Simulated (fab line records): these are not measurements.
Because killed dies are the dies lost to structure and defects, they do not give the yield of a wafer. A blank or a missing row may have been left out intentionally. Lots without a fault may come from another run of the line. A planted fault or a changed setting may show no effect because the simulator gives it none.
Which tool is to blame?    flow sky130    Sampling: 14 lots, 42 wafers, 5 of 708 route steps

## WHAT THE GAUGES SHOWED, per wafer
SKY_NWELL_THK_MEAS_02.
lot   measured     on            NWELL_OXIDATION_THK (nm)
L267  day 2 09:57  filmMetro-03  10.18 10.07 10.08
L269  day 2 22:10  filmMetro-03  10.30 10.22 10.19
L271  day 3 09:04  filmMetro-04  10.17 10.14 10.18
L272  day 3 12:55  filmMetro-03  10.08 10.14 10.01
L275  day 4 08:28  filmMetro-03  9.95 10.01 10.20
L276  day 4 12:52  filmMetro-03  10.00 10.15 10.07
L277  day 4 16:02  filmMetro-03  10.34 10.36 10.34
L279  day 5 01:13  filmMetro-03  9.93 10.01 9.90
L280  day 5 09:52  filmMetro-03  9.90 9.97 9.90
L283  day 5 23:38  filmMetro-02  10.06 10.05 9.98
L286  day 6 15:58  filmMetro-03  10.00 10.14 9.98
L287  day 6 20:16  filmMetro-02  9.92 10.04 9.93
L289  day 7 05:07  filmMetro-02  10.07 10.12 10.05
L290  day 7 11:05  filmMetro-04  9.98 10.17 10.11

SKY_PWDE_TW_MEAS_10.
lot   measured     on            PWDE_TW
L267  day 3 16:55  filmMetro-02  381.7 382.6 383.3
L269  day 4 07:00  filmMetro-04  376.1 374.4 375.6
L271  day 4 17:46  filmMetro-04  377.4 376.8 376.6
L272  day 4 21:03  filmMetro-04  375.3 373.7 375.9
L275  day 5 19:11  filmMetro-04  377.1 377.8 379.3
L276  day 6 01:01  filmMetro-04  377.2 376.3 375.7
L277  day 6 03:01  filmMetro-04  376.6 377.4 374.9
L279  day 6 14:43  filmMetro-04  378.1 378.2 379.3
L280  day 7 00:20  filmMetro-04  375.5 373.9 376.0
L283  day 7 14:37  filmMetro-04  372.5 375.5 375.3
L286  day 8 07:17  filmMetro-04  30.2 30.1 30.2
L287  day 8 12:43  filmMetro-03  30.1 30.2 30.2
L289  day 8 22:49  filmMetro-03  375.8 375.2 375.1
L290  day 9 04:27  filmMetro-02  379.9 379.9 381.3

SKY_VT_ADJUST_HVTP_OVL_MEAS_08.
lot   measured      on          VT_ADJUST_HVTP_OVL (nm)
L267  day 5 21:41   overlay-01  0.1 0.1 -0.6
L269  day 6 13:29   overlay-02  1.0 2.4 0.6
L271  day 7 02:39   overlay-02  -0.8 -0.9 1.6
L272  day 7 06:30   overlay-01  -1.4 1.2 -0.1
L275  day 8 06:00   overlay-01  -0.2 -1.6 0.9
L276  day 8 13:03   overlay-01  -2.3 -2.0 -2.3
L277  day 8 16:03   overlay-01  -1.0 -2.9 -1.0
L279  day 9 04:33   overlay-02  1.3 -1.3 -1.7
L280  day 9 14:43   overlay-02  0.3 0.5 -0.2
L283  day 10 09:09  overlay-01  1.0 -0.1 1.9
L286  day 11 02:48  overlay-02  1.2 2.0 -0.5
L287  day 11 08:27  overlay-01  -0.9 -0.3 0.2
L289  day 11 20:06  overlay-01  -1.6 -1.6 -2.2
L290  day 12 02:27  overlay-01  0.2 -0.5 -0.5

## TOOL THAT RAN EACH LOT (tool first, then ch and the chambers of the sampled wafers, then the start)
lot   SKY_DNWELL_STRIP_08                 SKY_PWDE_STRIP_09
L267  plasmaAsher-02 ch 0,1, day 3 00:49  plasmaAsher-02 ch 0,1, day 3 16:48
L269  plasmaAsher-03 ch 0,1, day 3 14:13  plasmaAsher-02 ch 0,1, day 4 06:54
L271  plasmaAsher-03 ch 0,1, day 4 01:28  plasmaAsher-02 ch 0,1, day 4 17:40
L272  plasmaAsher-02 ch 0,1, day 4 04:13  plasmaAsher-04 ch 0,1, day 4 20:57
L275  plasmaAsher-04 ch 0,1, day 5 00:40  plasmaAsher-02 ch 0,1, day 5 19:05
L276  plasmaAsher-04 ch 0,1, day 5 05:58  plasmaAsher-04 ch 0,1, day 6 00:55
L277  plasmaAsher-03 ch 0,1, day 5 08:40  plasmaAsher-01 ch 0,1, day 6 02:54
L279  plasmaAsher-04 ch 0,1, day 5 19:19  plasmaAsher-04 ch 0,1, day 6 14:37
L280  plasmaAsher-03 ch 0,1, day 6 05:07  plasmaAsher-01 ch 0,1, day 7 00:14
L283  plasmaAsher-03 ch 0,1, day 6 18:13  plasmaAsher-02 ch 0,1, day 7 14:31
L286  plasmaAsher-03 ch 0,1, day 7 11:18  plasmaAsher-04 ch 0,1, day 8 07:12
L287  plasmaAsher-03 ch 0,1, day 7 15:40  plasmaAsher-02 ch 0,1, day 8 12:36
L289  plasmaAsher-02 ch 0,1, day 8 01:25  plasmaAsher-04 ch 1, day 8 22:43
L290  plasmaAsher-02 ch 0,1, day 8 07:28  plasmaAsher-01 ch 0,1, day 9 04:21
- SKY_DNWELL_STRIP_08: strips in O2/N2.
- SKY_PWDE_STRIP_09: strips in O2/N2.

## AS READ BY THE TOOLS THEMSELVES (means over the sampled wafers that have a number; for cases with no such wafer, the mark the record gives instead)
SKY_DNWELL_STRIP_08.
lot   tool            chamberPressureMTorr (mTorr)  drypumpMotorCurrentA (A)  oesProductAu (a.u.)  stripTimeToEndpointS (s)
L267  plasmaAsher-02  1499.8                        6.49                      0.718                37.10
L269  plasmaAsher-03  1499.4                        6.26                      0.722                37.00
L271  plasmaAsher-03  1502.4                        6.27                      0.720                37.21
L272  plasmaAsher-02  1500.5                        6.48                      0.723                36.93
L275  plasmaAsher-04  1500.8                        5.85                      0.722                36.88
L276  plasmaAsher-04  1500.2                        5.87                      0.717                36.89
L277  plasmaAsher-03  1499.6                        6.23                      0.724                36.91
L279  plasmaAsher-04  1500.1                        5.86                      0.728                36.78
L280  plasmaAsher-03  1498.7                        6.27                      0.727                36.85
L283  plasmaAsher-03  1499.2                        6.26                      0.724                37.00
L286  plasmaAsher-03  -                             -                         -                    -
L287  plasmaAsher-03  -                             -                         -                    -
L289  plasmaAsher-02  1499.5                        6.27                      0.719                36.86
L290  plasmaAsher-02  1499.4                        6.49                      0.726                36.79

SKY_PWDE_STRIP_09.
lot   tool            chamberPressureMTorr (mTorr)  drypumpMotorCurrentA (A)  oesProductAu (a.u.)  stripTimeToEndpointS (s)
L267  plasmaAsher-02  1500.1                        6.3                       0.726                37.11
L269  plasmaAsher-02  1499.6                        6.5                       0.727                37.01
L271  plasmaAsher-02  1500.2                        6.5                       0.721                36.87
L272  plasmaAsher-04  1500.3                        5.8                       0.722                36.82
L275  plasmaAsher-02  1498.1                        6.5                       0.725                36.93
L276  plasmaAsher-04  1500.6                        5.8                       0.724                36.79
L277  plasmaAsher-01  1500.4                        6.2                       0.720                36.85
L279  plasmaAsher-04  1499.4                        5.9                       0.722                36.90
L280  plasmaAsher-01  1499.9                        6.3                       0.722                36.99
L283  plasmaAsher-02  1499.2                        6.3                       0.719                37.05
L286  plasmaAsher-04  1498.8                        5.8                       0.734                80.88
L287  plasmaAsher-02  1500.5                        6.5                       0.730                81.00
L289  plasmaAsher-04  1500.3                        5.9                       0.723                36.92
L290  plasmaAsher-01  1499.5                        6.2                       0.723                36.86

## THE ANSWER, worked out from the rows above alone
Rule: what is usual is taken from the lots themselves. The widest of any qualifying gaps counts: lots, ordered by their means at a reading, are off when they make up no more than a third of the lots, leave a main group of 4 or more, and stand apart from it by 3 or more times the standard deviation of that group's means. A main group whose means are all the same, to the digits that the tables above print for the reading, isn't used. A lot without any number at a reading at which 4 lots or more have one is off too. Any other lot the step has rows for is counted as sound. After the gauges, taken in route order, come the tools' own readings; for these a lot's mean is taken, as printed above. The first step at which some lot is off is used, and at that step the reading that is off furthest; a lot without a number counts as furthest.
Off: L286, L287, seen at SKY_PWDE_TW_MEAS_10 (PWDE_TW). Main group: mean 377.0, sd 2.3.
A tool fits if, at a process step before that reading, it ran every lot that is off, and no sound lot after the first of them. The gauges at SKY_PWDE_TW_MEAS_10 aren't tried: what is off there is off at SKY_DNWELL_STRIP_08 too, on other tools, and a gauge's error can't cause that. One fits: SKY_DNWELL_STRIP_08 on plasmaAsher-03. Its last sound lot is L283 (day 6 18:13), its first lot that is off L286 (day 7 11:18): a fault that began between those two fits.
Blank at SKY_DNWELL_STRIP_08 on the lots that are off, where sound lots have numbers: chamberPressureMTorr, drypumpMotorCurrentA, oesProductAu, stripTimeToEndpointS.

## WHAT THE SIMULATOR PUT IN
Whole step skipped at SKY_DNWELL_STRIP_08 on plasmaAsher-03, starting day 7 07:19. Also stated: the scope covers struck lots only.
Struck lots among those shown: L286, L287. The same result came from the rule above.
